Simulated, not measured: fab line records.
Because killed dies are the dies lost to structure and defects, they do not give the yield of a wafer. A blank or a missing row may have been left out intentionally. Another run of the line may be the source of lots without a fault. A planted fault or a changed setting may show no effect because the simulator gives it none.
fab line records	flow sky130
record lots=11	wafers=33	last_day=50
route steps=708 shown CAPM@538 METAL3@567 VIA3@573 PAD_OPEN@708
lots untouched by any fault: they come from a run of this same line in which no faults occurred
start_h: hours from the record's first day to the start of the lot's first wafer shown	wait_h: hours elapsed since this lot's preceding step	" repeats the value in the row above	L1.1+2: one row covering several wafers at once	- value missing, or start not given	* or withheld: withheld	< > ~ a bound
route shown NAME@n: NAME is a module with steps in the file, n the number in the route of the first one	usual: the fault-free wafers' mean and standard deviation	same: alike in all rows	chamber/n: place in a boat	sites: per-site readings	_std_site: how widely they spread, as a standard deviation	_edge_site: mean of outer sites minus mean of inner sites	radius_mm: how far each site lies from the wafer's centre	mask NAME#n: copy n	behind: the last tool/chamber to shape the wafer	hold: why the lot went on hold/how many hours it stayed there/how the hold came to an end	device: names the non-switching transistor (n, p or np)	end of line: tests of these same wafers at the route's end	for a step that has no rows: nothing shown but its recipe	killed: dies lost to structure and defects at the first sort, not the wafer's yield	map: a wafer's dies, marking killed ones x, the rest . and places with no die _
set.NAME: the setting that was run; set.NAME@STEP: the one run at that earlier step	model.NAME: the simulator's own value behind a step, which no gauge read
route steps across a sampled set of lots; one table per step, one row per wafer
services: when a tool's chamber went out of use (start_h, in hours from the record's first day, below 0 if earlier), for how many hours, and the reason
## steps
# step SKY_CAPM_THK_MEAS_01
# recipe reads=SiO2_of_CAPM_CVD_00
# usual CAPM_CVD_00_THK=15.53/0.24
lot.wafer	tool	chamber	start_h	wait_h	CAPM_CVD_00_THK[nm]
L942.2	film_metro-04	-	849.84	-	15.19
L942.4	"	-	"	"	15.40
L942.5	"	-	"	"	15.47
L943.1	film_metro-02	-	861.18	-	15.54
L943.2	"	-	"	"	15.47
L943.4	"	-	"	"	15.68
L944.1	film_metro-04	-	867.83	-	15.03
L944.2	"	-	"	"	15.05
L944.5	"	-	"	"	15.36
L946.1	film_metro-04	-	880.06	-	15.38
L946.3	"	-	"	"	15.48
L946.6	"	-	"	"	15.41
L947.1	film_metro-04	-	888.39	-	15.29
L947.3	"	-	"	"	15.26
L947.6	"	-	"	"	15.67
L949.1	film_metro-02	-	902.54	-	15.42
L949.5	"	-	"	"	15.82
L949.6	"	-	"	"	15.45
L960.1	film_metro-04	-	986.87	-	15.61
L960.4	"	-	"	"	16.10
L960.5	"	-	"	"	15.62
L961.3	film_metro-02	-	988.74	-	15.22
L961.4	"	-	"	"	15.53
L961.6	"	-	"	"	15.61
L963.2	film_metro-02	-	1003.25	-	15.39
L963.3	"	-	"	"	15.68
L963.6	"	-	"	"	15.79
L964.2	film_metro-04	-	1005.85	-	15.36
L964.4	"	-	"	"	15.49
L964.6	"	-	"	"	15.50
L965.1	film_metro-04	-	1020.19	-	15.55
L965.3	"	-	"	"	15.69
L965.4	"	-	"	"	16.07
# step SKY_METAL3_ETCH_17
# recipe target=SiO2	stop_on=TiN	chemistry=C4F8/O2/Ar	source_w=1500	bias_w=1200	pressure_mtorr=40	c4f8_flow_sccm=withheld	O2_flow_sccm=6	Ar_flow_sccm=300	time_s=3.9	target_depth_a=150
# usual oes_product_au=0.755/0.0079
lot.wafer	tool	chamber	start_h	wait_h	oes_product_au	rf_hours_counter_h
L942.2	rie_diel-01	1	901.81	0.1	0.743	5
L942.4	"	0	"	"	0.749	5
L942.5	"	0	"	"	0.745	-
L943.1	rie_diel-03	1	913.87	0.1	0.754	15
L943.2	"	2	"	"	0.751	9
L943.4	"	3	"	"	0.763	16
L944.1	rie_diel-01	0	920.43	0.1	0.738	6
L944.2	"	3	"	"	0.740	14
L944.5	"	3	"	"	0.753	-
L946.1	rie_diel-03	3	931.48	0.1	0.750	17
L946.3	"	2	"	"	0.756	10
L946.6	"	0	"	"	0.746	-
L947.1	rie_diel-01	0	940.01	0.2	0.752	6
L947.3	"	2	"	"	0.757	7
L947.6	"	1	"	"	0.769	-
L949.1	rie_diel-01	2	953.07	0.1	0.749	7
L949.5	"	2	"	"	0.759	-
L949.6	"	1	"	"	0.752	-
L960.1	rie_diel-03	0	1034.18	0.1	0.760	20
L960.4	"	3	"	"	0.773	20
L960.5	"	2	"	"	0.757	-
L961.3	rie_diel-04	1	1034.53	0.0	0.742	13
L961.4	"	2	"	"	0.757	15
L961.6	"	0	"	"	0.751	-
L963.2	rie_diel-04	0	1049.57	0.1	0.749	2
L963.3	"	1	"	"	0.759	14
L963.6	"	0	"	"	0.752	-
L964.2	rie_diel-04	1	1051.48	0.1	0.757	14
L964.4	"	2	"	"	0.753	15
L964.6	"	3	"	"	0.763	-
L965.1	rie_diel-04	3	1065.60	0.1	0.760	15
L965.3	"	0	"	"	0.762	3
L965.4	"	2	"	"	0.766	16
# step SKY_VIA3_HDPCVD_00
# recipe material=SiO2	target_thk_nm=1635	sigma_open_frac=0.3	time_s=272.5	temp_c=400	sih4_flow_sccm=60	pressure_mtorr=6
# usual run_length_s=300.5/0.48
lot.wafer	tool	chamber	start_h	wait_h	run_length_s
L942.2	hdpcvd-02	2	902.69	0.0	300.6
L942.4	"	0	"	"	300.7
L942.5	"	2	"	"	301.5
L943.1	hdpcvd-01	1	914.73	0.0	300.7
L943.2	"	2	"	"	300.7
L943.4	"	1	"	"	301.1
L944.1	hdpcvd-02	1	921.22	0.0	301.0
L944.2	"	2	"	"	301.3
L944.5	"	1	"	"	300.4
L946.1	hdpcvd-01	2	932.30	0.0	300.9
L946.3	"	0	"	"	299.6
L946.6	"	2	"	"	300.9
L947.1	hdpcvd-01	1	940.97	0.0	300.4
L947.3	"	2	"	"	300.6
L947.6	"	1	"	"	300.4
L949.1	hdpcvd-02	1	953.88	0.0	300.4
L949.5	"	0	"	"	300.1
L949.6	"	1	"	"	301.0
L960.1	hdpcvd-02	1	1034.97	0.0	312.9
L960.4	"	1	"	"	313.0
L960.5	"	2	"	"	313.4
L961.3	hdpcvd-02	2	1035.32	0.0	313.1
L961.4	"	0	"	"	312.4
L961.6	"	1	"	"	312.8
L963.2	hdpcvd-01	2	1050.36	0.0	300.5
L963.3	"	2	"	"	300.4
L963.6	"	2	"	"	300.3
L964.2	hdpcvd-01	1	1052.27	0.0	300.4
L964.4	"	1	"	"	300.6
L964.6	"	2	"	"	301.0
L965.1	hdpcvd-01	0	1066.39	0.0	300.2
L965.3	"	2	"	"	300.5
L965.4	"	0	"	"	299.3
# step SKY_VIA3_THK_MEAS_01
# recipe reads=SiO2_of_VIA3_HDPCVD_00
# usual VIA3_HDPCVD_THK=1636/22
lot.wafer	tool	chamber	start_h	wait_h	VIA3_HDPCVD_THK[nm]
L942.2	film_metro-01	-	902.87	0.1	1642
L942.4	"	-	"	"	1642
L942.5	"	-	"	"	1634
L943.1	film_metro-03	-	914.90	0.1	1637
L943.2	"	-	"	"	1623
L943.4	"	-	"	"	1627
L944.1	film_metro-01	-	921.38	0.1	1677
L944.2	"	-	"	"	1632
L944.5	"	-	"	"	1663
L946.1	film_metro-02	-	932.47	0.1	1649
L946.3	"	-	"	"	1612
L946.6	"	-	"	"	1634
L947.1	film_metro-03	-	941.14	0.1	1625
L947.3	"	-	"	"	1630
L947.6	"	-	"	"	1640
L949.1	film_metro-01	-	954.05	0.1	1665
L949.5	"	-	"	"	1635
L949.6	"	-	"	"	1649
L960.1	film_metro-01	-	1035.13	0.1	1733
L960.4	"	-	"	"	1724
L960.5	"	-	"	"	1702
L961.3	film_metro-01	-	1035.50	0.1	1683
L961.4	"	-	"	"	1702
L961.6	"	-	"	"	1715
L963.2	film_metro-03	-	1050.62	0.2	1642
L963.3	"	-	"	"	1632
L963.6	"	-	"	"	1625
L964.2	film_metro-01	-	1052.53	0.2	1645
L964.4	"	-	"	"	1625
L964.6	"	-	"	"	1614
L965.1	film_metro-03	-	1066.56	0.1	1635
L965.3	"	-	"	"	1659
L965.4	"	-	"	"	1634
# step SKY_VIA3_ETCH_14
# recipe chemistry=N2/H2	target=BARC	ion_energy_ev=200	source_w=500	bias_w=100	pressure_mtorr=30	n2_flow_sccm=100	h2_flow_sccm=200	stop_on=SiO2	time_s=45.9	target_depth_a=600
# usual drypump_motor_current_A=5.7/0.34	oes_product_au=0.855/0.0054	throttle_valve_pct=13.224/0.0092
lot.wafer	tool	chamber	start_h	wait_h	drypump_motor_current_A	oes_product_au	rf_hours_counter_h	throttle_valve_pct
L942.2	rie_diel-03	1	928.19	0.0	5.8	0.864	16	13.223
L942.4	"	3	"	"	6.0	0.857	17	13.224
L942.5	"	0	"	"	6.1	0.858	-	13.219
L943.1	rie_diel-02	0	940.10	0.0	5.4	0.863	21	13.230
L943.2	"	1	"	"	5.7	0.867	19	13.212
L943.4	"	2	"	"	5.4	0.849	9	13.207
L944.1	rie_diel-02	3	947.29	0.0	5.5	0.865	5	13.214
L944.2	"	2	"	"	5.3	0.847	9	13.224
L944.5	"	1	"	"	5.8	0.856	-	13.242
L946.1	rie_diel-03	2	957.79	0.0	5.1	0.858	11	13.230
L946.3	"	0	"	"	6.1	0.847	17	13.231
L946.6	"	1	"	"	5.8	0.855	-	13.221
L947.1	rie_diel-03	0	965.99	0.0	6.1	0.849	18	13.227
L947.3	"	2	"	"	5.2	0.857	11	13.211
L947.6	"	3	"	"	6.0	0.851	-	13.215
L949.1	rie_diel-03	3	979.29	0.0	6.0	0.849	18	13.234
L949.5	"	0	"	"	6.1	0.863	-	13.242
L949.6	"	1	"	"	5.8	0.859	-	13.225
L960.1	rie_diel-03	2	1058.01	0.0	5.2	0.844	15	13.230
L960.4	"	0	"	"	6.1	0.852	21	13.239
L960.5	"	0	"	"	6.1	0.863	-	13.224
L961.3	rie_diel-03	1	1058.39	0.0	5.8	0.862	20	13.223
L961.4	"	0	"	"	6.1	0.856	21	13.245
L961.6	"	2	"	"	5.2	0.861	-	13.228
L963.2	rie_diel-02	1	1072.89	0.0	5.7	0.853	23	13.214
L963.3	"	0	"	"	5.4	0.852	26	13.227
L963.6	"	0	"	"	5.4	0.860	-	13.219
L964.2	rie_diel-02	0	1075.24	0.0	5.4	0.859	26	13.234
L964.4	"	3	"	"	5.5	0.849	10	13.219
L964.6	"	0	"	"	5.4	0.858	-	13.226
L965.1	rie_diel-04	1	1087.09	0.0	6.0	0.852	15	13.231
L965.3	"	0	"	"	6.2	0.853	4	13.235
L965.4	"	3	"	"	6.0	0.866	15	13.231
# step SKY_PAD_OPEN_PROBE_99
# usual defect_limited_yield=82.9/2	killed_at_M0_to_M3=42/7.6	killed_at_M4_up=2.9/1.7	killed_at_contacts=24/5.1	killed_at_front_end=15/4	killed_at_other=0.2/0.38	killed_dies=84/9.9	killed_open=46/7.2	killed_short=38/6.6	sort_bin_3_pad_short=0.9/0.38	sort_bin_5_function=10.2/1.5	sort_bin_6_memory=6.0/1	sort_n_pass=408/9.9	sort_yield_pct=82.9/2
# same gross_dies=492	killed_at_back_side=0	sort_bin_4_leakage[%]=0	sort_bin_8_speed[%]=0
lot.wafer	tool	chamber	start_h	wait_h	defect_limited_yield[%]	killed_at_M0_to_M3	killed_at_M4_up	killed_at_contacts	killed_at_front_end	killed_at_other	killed_dies	killed_open	killed_short	sort_bin_3_pad_short[%]	sort_bin_5_function[%]	sort_bin_6_memory[%]	sort_n_pass	sort_yield_pct[%]
L946.1	prober-02	-	1101.99	0.1	82.7	37	5	30	13	0	85	47	38	0.6	10.8	5.9	407	82.7
L946.3	prober-02	-	1102.09	0.2	83.5	30	2	32	17	0	81	47	34	0.8	9.3	6.3	411	83.5
L946.6	prober-02	-	1102.24	0.2	83.7	32	0	24	23	1	80	41	39	0.8	9.6	5.9	412	83.7
L947.1	prober-01	-	1106.79	0.1	83.5	48	3	19	11	0	81	46	35	1.4	8.7	6.3	411	83.5
L947.3	prober-01	-	1106.89	0.2	82.1	47	5	15	21	0	88	40	48	0.8	11.0	6.1	404	82.1
L947.6	prober-01	-	1107.04	0.2	84.3	36	2	27	12	0	77	40	37	0.6	9.8	5.3	415	84.3
L949.1	prober-01	-	1120.30	0.1	83.3	41	2	24	13	2	82	47	35	1.2	10.2	5.3	410	83.3
L949.5	prober-01	-	1120.50	0.2	79.5	53	1	30	17	0	101	63	38	1.6	12.6	6.3	391	79.5
L949.6	prober-01	-	1120.55	0.2	82.5	42	4	25	15	0	86	46	40	1.6	9.6	6.3	406	82.5
L960.1	prober-02	-	1182.30	0.1	80.5	52	5	24	15	0	96	56	40	1.2	10.4	7.9	396	80.5
L960.4	prober-02	-	1182.45	0.2	81.9	43	3	24	19	0	89	46	43	1.2	10.6	6.3	403	81.9
L960.5	prober-02	-	1182.50	0.2	80.9	47	4	31	12	0	94	57	37	0.8	11.4	6.9	398	80.9
L961.3	prober-01	-	1182.90	0.2	77.2	60	5	31	15	1	112	51	61	2.0	13.6	7.1	380	77.2
L961.4	prober-01	-	1182.95	0.2	81.9	54	0	15	20	0	89	49	40	0.4	10.2	7.5	403	81.9
L961.6	prober-01	-	1183.05	0.2	81.3	50	3	22	16	1	92	52	40	1.6	11.0	6.1	400	81.3
L964.2	prober-02	-	1196.37	0.1	83.7	40	3	27	10	0	80	43	37	0.6	9.3	6.3	412	83.7
L964.4	prober-02	-	1196.47	0.2	83.3	43	1	24	14	0	82	42	40	1.4	10.2	5.1	410	83.3
L964.6	prober-02	-	1196.57	0.2	81.7	42	3	30	15	0	90	45	45	0.4	11.8	6.1	402	81.7
# killed by level:class
L946.1 LI_CONTACT:geometric_particle:open=12 CONTACT:geometric_particle:open=8 VIA1:geometric_particle:short=7 VIA2:geometric_particle:open=6 VIA1:geometric_particle:open=5 VIA3:geometric_particle:open=5 FIELD_ISO:geometric_particle:open=4 POLY_GATE:geometric_particle:short=4
L946.3 CONTACT:geometric_particle:open=20 METAL2:geometric_particle:short=7 LI_CONTACT:geometric_particle:open=5 FIELD_ISO:geometric_particle:open=4 FIELD_ISO:geometric_particle:short=4 POLY_GATE:geometric_particle:short=4 CONTACT:geometric_particle:short=4 VIA1:geometric_particle:open=4
L946.6 CONTACT:geometric_particle:open=8 VIA3:geometric_particle:open=7 FIELD_ISO:geometric_particle:short=6 POLY_GATE:geometric_particle:short=5 POLY_GATE:geometric_particle:open=5 LI_CONTACT:geometric_particle:short=5 FIELD_ISO:geometric_particle:open=4 CONTACT:geometric_particle:short=4
L947.1 VIA1:geometric_particle:short=9 VIA2:geometric_particle:open=8 LI_CONTACT:geometric_particle:open=8 VIA1:geometric_particle:open=8 VIA3:geometric_particle:open=7 METAL1:geometric_particle:short=6 CONTACT:geometric_particle:open=5 CONTACT:geometric_particle:short=5
L947.3 FIELD_ISO:geometric_particle:short=8 VIA3:geometric_particle:short=8 METAL1:geometric_particle:short=7 LI_CONTACT:geometric_particle:open=6 VIA1:geometric_particle:open=6 VIA2:geometric_particle:open=6 METAL2:geometric_particle:short=5 METAL4:geometric_particle:short=5
L947.6 CONTACT:geometric_particle:open=8 LI_CONTACT:geometric_particle:open=7 VIA1:geometric_particle:open=7 VIA1:geometric_particle:short=6 VIA2:geometric_particle:open=6 CONTACT:geometric_particle:short=5 VIA3:geometric_particle:open=5 POLY_GATE:geometric_particle:short=4
L949.1 VIA1:geometric_particle:open=13 LI_CONTACT:geometric_particle:open=8 CONTACT:geometric_particle:open=8 VIA2:geometric_particle:open=6 LOCAL_INTERCONNECT:geometric_particle:short=5 METAL2:geometric_particle:short=5 FIELD_ISO:geometric_particle:short=4 METAL1:geometric_particle:short=4
L949.5 CONTACT:geometric_particle:open=14 VIA1:geometric_particle:open=13 VIA2:geometric_particle:open=9 METAL2:geometric_particle:short=9 LI_CONTACT:geometric_particle:open=6 POLY_GATE:geometric_particle:open=5 METAL1:geometric_particle:open=5 FIELD_ISO:geometric_particle:open=4
L949.6 VIA1:geometric_particle:open=12 CONTACT:geometric_particle:open=7 LOCAL_INTERCONNECT:geometric_particle:short=6 VIA1:geometric_particle:short=6 LI_CONTACT:geometric_particle:open=5 POLY_GATE:geometric_particle:short=4 LI_CONTACT:geometric_particle:short=4 METAL4:geometric_particle:short=4
L960.1 VIA1:geometric_particle:open=13 CONTACT:geometric_particle:open=9 VIA2:geometric_particle:open=9 LI_CONTACT:geometric_particle:open=8 POLY_GATE:geometric_particle:open=7 METAL2:geometric_particle:short=7 METAL1:geometric_particle:short=6 VIA3:geometric_particle:open=5
L960.4 CONTACT:geometric_particle:open=9 VIA1:geometric_particle:open=8 CONTACT:geometric_particle:short=7 VIA3:geometric_particle:open=6 POLY_GATE:geometric_particle:short=5 METAL1:geometric_particle:short=5 VIA1:geometric_particle:short=5 VIA2:geometric_particle:open=5
L960.5 CONTACT:geometric_particle:open=12 VIA3:geometric_particle:open=11 LI_CONTACT:geometric_particle:open=8 VIA2:geometric_particle:open=6 VIA1:geometric_particle:open=5 METAL1:geometric_particle:short=5 VIA1:geometric_particle:short=5 VIA3:geometric_particle:short=5
L961.3 VIA1:geometric_particle:open=12 METAL1:geometric_particle:short=11 CONTACT:geometric_particle:open=11 METAL2:geometric_particle:short=8 VIA3:geometric_particle:open=7 LI_CONTACT:geometric_particle:open=6 VIA3:geometric_particle:short=6 LI_CONTACT:geometric_particle:short=5
L961.4 VIA1:geometric_particle:open=18 VIA1:geometric_particle:short=11 VIA2:geometric_particle:open=6 CONTACT:geometric_particle:open=6 METAL2:geometric_particle:short=6 METAL1:geometric_particle:short=5 FIELD_ISO:geometric_particle:open=4 FIELD_ISO:geometric_particle:short=4
L961.6 VIA1:geometric_particle:open=14 VIA2:geometric_particle:open=9 CONTACT:geometric_particle:open=8 VIA1:geometric_particle:short=7 METAL2:geometric_particle:short=6 VIA3:geometric_particle:open=6 FIELD_ISO:geometric_particle:short=5 LI_CONTACT:geometric_particle:open=5
L964.2 VIA1:geometric_particle:open=12 CONTACT:geometric_particle:short=8 METAL1:geometric_particle:short=7 CONTACT:geometric_particle:open=6 LI_CONTACT:geometric_particle:open=5 VIA2:geometric_particle:open=5 VIA3:geometric_particle:open=5 FIELD_ISO:geometric_particle:open=4
L964.4 CONTACT:geometric_particle:open=9 LOCAL_INTERCONNECT:geometric_particle:short=7 VIA2:geometric_particle:open=7 VIA1:geometric_particle:open=6 VIA3:geometric_particle:open=6 METAL1:geometric_particle:short=5 VIA3:geometric_particle:short=5 METAL2:geometric_particle:short=4
L964.6 VIA1:geometric_particle:open=10 CONTACT:geometric_particle:short=9 CONTACT:geometric_particle:open=8 METAL1:geometric_particle:short=7 LI_CONTACT:geometric_particle:open=6 LOCAL_INTERCONNECT:geometric_particle:short=5 METAL2:geometric_particle:short=5 VIA3:geometric_particle:open=5
## services
tool	chamber	start_h	hours	kind
rie_diel-04	0	907.47	-	clean
rie_diel-04	1	908.39	10.8	repair
rie_diel-01	2	917.06	14.8	repair
rie_diel-04	0	938.29	20.2	repair
hdpcvd-01	1	948.12	12.0	repair
hdpcvd-01	-	950.25	15.0	pm
hdpcvd-01	0	950.25	15.0	vent_cycle
hdpcvd-01	1	950.25	15.0	vent_cycle
hdpcvd-01	2	950.25	15.0	vent_cycle
hdpcvd-01	0	965.25	-	clean
hdpcvd-01	1	965.25	-	clean
hdpcvd-01	2	965.25	-	clean
rie_diel-03	-	987.54	0.5	repair
rie_diel-01	3	1003.60	9.6	repair
rie_diel-03	1	1004.63	4.9	repair
rie_diel-02	2	1013.54	2.4	repair
hdpcvd-01	0	1037.31	26.1	repair
rie_diel-02	2	1046.76	4.1	repair
rie_diel-02	2	1057.46	16.1	repair
hdpcvd-01	-	1067.15	1.3	repair
hdpcvd-01	-	1070.88	2.8	pm
rie_diel-04	2	1080.93	2.9	repair
rie_diel-03	2	1081.07	3.4	repair
rie_diel-03	3	1084.27	4.8	repair
## key
first_sign step=SKY_VIA3_HDPCVD_00	reading=run_length_s	direction=up	sigmas=26	usual=*	struck=*
effect step=SKY_VIA3_THK_MEAS_01	reading=VIA3_HDPCVD_THK	direction=up	sigmas=3.4	usual=1636	struck=1710
met_at SKY_VIA3_HDPCVD_00
struck_lots L960,L961
not_acting_at SKY_CAPM_THK_MEAS_01,SKY_METAL3_ETCH_17,SKY_VIA3_ETCH_14
onset_between 953.88 1034.97
fault kind=process_parameter_drift	tool=hdpcvd-02	chamber=-	onset_h=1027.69	steps=SKY_VIA3_HDPCVD_00	channel=time_s	offset=*	shape=step	end_h=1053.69	acts_in=*	stated=*
